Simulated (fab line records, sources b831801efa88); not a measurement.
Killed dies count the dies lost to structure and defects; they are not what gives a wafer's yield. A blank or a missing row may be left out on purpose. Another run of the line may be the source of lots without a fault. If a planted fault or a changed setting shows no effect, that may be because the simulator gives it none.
Matching of chambers    flow gf180mcu    hdpcvd-01 running GF_V4_CVD_00: 3 sister chambers
The step deposits SiO2, target thk 600 nm, time 100 s. 6 wafers are shown with their chamber, then 7 later ones without.

== WAFERS, EACH WITH ITS CHAMBER ==
wafer   chamber  sih4_flow_sccm (sccm)
L705.3  0        59.88
L706.4  1        59.78
L706.5  2        60.02
L706.6  0        59.95
L707.1  1        60.20
L707.2  2        60.08

== WAFERS WITH NO CHAMBER GIVEN ==
wafer   sih4_flow_sccm (sccm)
L707.6  60.16
L710.2  59.77
L710.5  60.02
L710.6  59.89
L711.1  59.92
L711.4  59.72
L711.6  59.90

== CHAMBER TAKEN BY EACH ==
wafer   from the rows above           in truth
L707.6  can't be placed: 2 or 1 or 0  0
L710.2  can't be placed: 0 or 1 or 2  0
L710.5  can't be placed: 2 or 1 or 0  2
L710.6  can't be placed: 0 or 1 or 2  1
L711.1  can't be placed: 0 or 1 or 2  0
L711.4  can't be placed: 0 or 1 or 2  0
L711.6  can't be placed: 0 or 1 or 2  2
Placed correctly: 0 of 7. Unplaceable from these rows: 7, with the true chamber sitting among the candidates in 7. Wrongly placed: 0.
How it was worked out, from the rows above alone: a wafer's distance from a chamber is the root of the sum, over the readings, of the square of ((its reading less the chamber's mean) divided by the reading's scatter). The wafer belongs to the nearest chamber; if the next one is less than 2 further off, it can't be placed. Each chamber's mean is taken over the wafers shown for it. The scatter: the root of (the sum of the squares of (reading less its chamber's mean) over the shown wafers, divided by (wafers less chambers)).
